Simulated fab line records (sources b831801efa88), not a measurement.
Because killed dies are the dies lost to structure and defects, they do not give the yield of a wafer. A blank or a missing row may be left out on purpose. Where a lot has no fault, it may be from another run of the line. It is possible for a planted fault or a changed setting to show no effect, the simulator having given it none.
Code-filled problem report in 8D (eight disciplines) form + flow gf180mcu + the parts of the form that need people (team, actions taken, sign-off) are left out

## 1. PROBLEM STATEMENT
Wafers without a fault read 140.1 W, standard deviation 0.41; bias_w at GF_TOP_METAL_METAL_ETCH_16 reads a mean of 169.7 W on 6 wafers belonging to 2 lots. That puts it +72 standard deviations away from the usual mean.
The step: etches the open film in Cl2/BCl3, stops on SiO2, target depth 1197 nm, time 199.5 s.
Earliest sighting: wafer L269.2 on rie_metal-01 at day 31 12:34. The record has a number at this step for 18 wafers belonging to 6 lots. Rule for "out", or "out of limits": more than 4 standard deviations from the usual mean. The other wafers with a number count as sound.

## 2. WHAT IT IS; WHAT IT IS NOT
| question                    | is                     | is not                                                                   |
|-----------------------------|------------------------|--------------------------------------------------------------------------|
| which readings at this step | bias_w                 | drypump_motor_current_A, mfc_cl2_sccm                                    |
| which lots                  | L269, L270             | L259, L265, L275, L280                                                   |
| which wafers of those lots  | all that have a number | -                                                                        |
| read on which tools         | rie_metal-01           | rie_metal-02, rie_metal-04                                               |
| when                        | from day 31 12:34      | up to then (6 sound wafers); but 6 sound wafers of L275, L280 came after |

## 3. WHAT RULES OUT EACH SUSPECT
Counting: a tool at any process step up to the reading remains a suspect when it ran all the lots that are out and ran no sound lot after the first of those.
- rie_metal-01 at GF_TOP_METAL_METAL_ETCH_16 (etches the open film in Cl2/BCl3, stops on SiO2, target depth 1197 nm, time 199.5 s): kept. It ran every lot that is out, first L269 (day 31 12:34), and no sound lot after that; its last sound lot up to then is L265 (day 30 14:45). On those wafers its own readings are out: bias_w.
Left after counting: rie_metal-01 at GF_TOP_METAL_METAL_ETCH_16.

## 4. THE CAUSE (what the simulator had put in)
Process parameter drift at GF_TOP_METAL_METAL_ETCH_16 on rie_metal-01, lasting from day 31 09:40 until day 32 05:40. From 140, the setting bias_w moved by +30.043. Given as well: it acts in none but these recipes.
After counting, this tool was the only one left.

## 5. SEQUENCE OF EFFECTS, ordered by route
One row per reading whose mean, taken over the struck wafers that have a number, lies over 3 standard deviations from the usual. Only readings for which the record gives a usual standard deviation are gone through. hours: the time from each lot's start at the first step in this table that gives one to its start at this step, as a median over the lots. sigmas: the change in usual standard deviations.
| hours | step                       | reading                  | usual   | on struck wafers | change | sigmas |
|-------|----------------------------|--------------------------|---------|------------------|--------|--------|
| 0     | GF_TOP_METAL_METAL_ETCH_16 | bias_w                   | 140.1 W | 169.7            | +29.6  | +72    |
| 0     | GF_TOP_METAL_STRIP_17      | strip_time_to_endpoint_s | 12.96 s | 12.58            | -0.38  | -3.9   |
Here are the process steps it includes:
- GF_TOP_METAL_METAL_ETCH_16: etches the open film in Cl2/BCl3, stops on SiO2, target depth 1197 nm, time 199.5 s.
- GF_TOP_METAL_STRIP_17: strips in O2/N2.

## 6. HOW IT WOULD HAVE BEEN CAUGHT EARLIER
The fault began at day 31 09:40; the first out-of-limits reading in this record came at day 31 12:34, 3 hours later.
